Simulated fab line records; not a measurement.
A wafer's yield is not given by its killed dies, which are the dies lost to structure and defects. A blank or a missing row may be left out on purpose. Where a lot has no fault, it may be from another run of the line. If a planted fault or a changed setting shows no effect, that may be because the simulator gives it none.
The same fault as seen by 2 desks	flow gf180mcu	each desk has only its own numbers; what lay behind them comes last

== METROLOGY DESK ==
What the gauges read, lot by lot, whatever tool the lot ran on: means of the sampled wafers that have a number. A lot is out of limits, marked OUT, if its mean lies more than 4 standard deviations from the usual mean; the brackets give that distance.
Columns: A = V5_W_RS at GF_V5_RS_MEAS_24, usual 0.323 ohm/sq; B = TOP_METAL_OVL at GF_TOP_METAL_OVL_MEAS_15, usual 0.1 nm
lot	first seen here	A	B
L859	day 27 17:24	0.326	-0.0
L863	day 28 17:47	0.325	0.5
L864	day 29 04:51	0.320	0.2
L865	day 29 06:56	0.323	-0.4
L866	day 29 19:03	0.319	-0.1
L867	day 30 00:33	0.315	0.3
L871	day 31 06:12	0.327	-0.1
L874	day 31 23:55	0.321	-0.0
L875	day 32 07:10	0.326	1.3
L876	day 32 11:24	0.321	-1.1
L878	day 33 00:51	0.323	0.6
L881	day 33 14:13	0.328	0.6
This desk's finding: nothing out of limits on any of the 12 lots.

== THE TOOL OWNER'S DESK: plasma_asher-01 ==
The tool's own readings at GF_PASSIVATION_STRIP_12 (strips in O2/N2): means of the sampled wafers that have a number, for each lot that ran on this tool. A lot is out of limits, marked OUT, if its mean lies more than 4 standard deviations from the usual mean; the brackets give that distance.
Columns: A = chamber_pressure_mTorr at GF_PASSIVATION_STRIP_12, usual 1499.8 mTorr; B = drypump_motor_current_A at GF_PASSIVATION_STRIP_12, usual 5.6 A; C = heater_power_w at GF_PASSIVATION_STRIP_12, usual 359 W; D = o2_flow_sccm at GF_PASSIVATION_STRIP_12, usual 3001 sccm; E = oes_product_au at GF_PASSIVATION_STRIP_12, usual 0.733 a.u.; F = platen_temp_c at GF_PASSIVATION_STRIP_12, usual 250.00 C; G = strip_time_to_endpoint_s at GF_PASSIVATION_STRIP_12, usual 32.1 s
lot	first seen here	A	B	C	D	E	F	G
L863	day 30 09:29	1499.5	5.9	366	2991	0.732	250.20	32.5
L864	day 30 19:34	1499.8	6.0	364	3005	0.732	250.02	32.1
L866	day 31 09:09	1199.3 (-99 or more) OUT	6.2	374	2998	0.693 (-9.0) OUT	249.92	34.6 (+6.6) OUT
L871	day 32 18:31	1199.1 (-99 or more) OUT	6.2	381	2999	0.698 (-7.9) OUT	249.94	34.6 (+6.5) OUT
This desk's verdict: out of limits on L866, L871, starting with L866 at day 31 09:09 (chamber_pressure_mTorr at GF_PASSIVATION_STRIP_12). L863, L864 stayed within limits.

== TAKEN TOGETHER ==
The tool owner's desk had the chance to raise an alarm at day 31 09:09 on L866, L871.
At the metrology desk, nothing out of limits was observed.
The metrology desk has L866, L871 on record, within its limits.
Of the lots named, all ran GF_PASSIVATION_STRIP_12 on plasma_asher-01.

== WHAT THE SIMULATOR PUT IN ==
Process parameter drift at GF_PASSIVATION_STRIP_12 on plasma_asher-01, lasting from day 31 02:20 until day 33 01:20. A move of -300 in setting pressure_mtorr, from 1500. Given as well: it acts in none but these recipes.
Struck lots among those shown: L866, L871.
Time in hours from fault onset to the first out-of-limits reading at each desk: the tool owner's desk, 7.
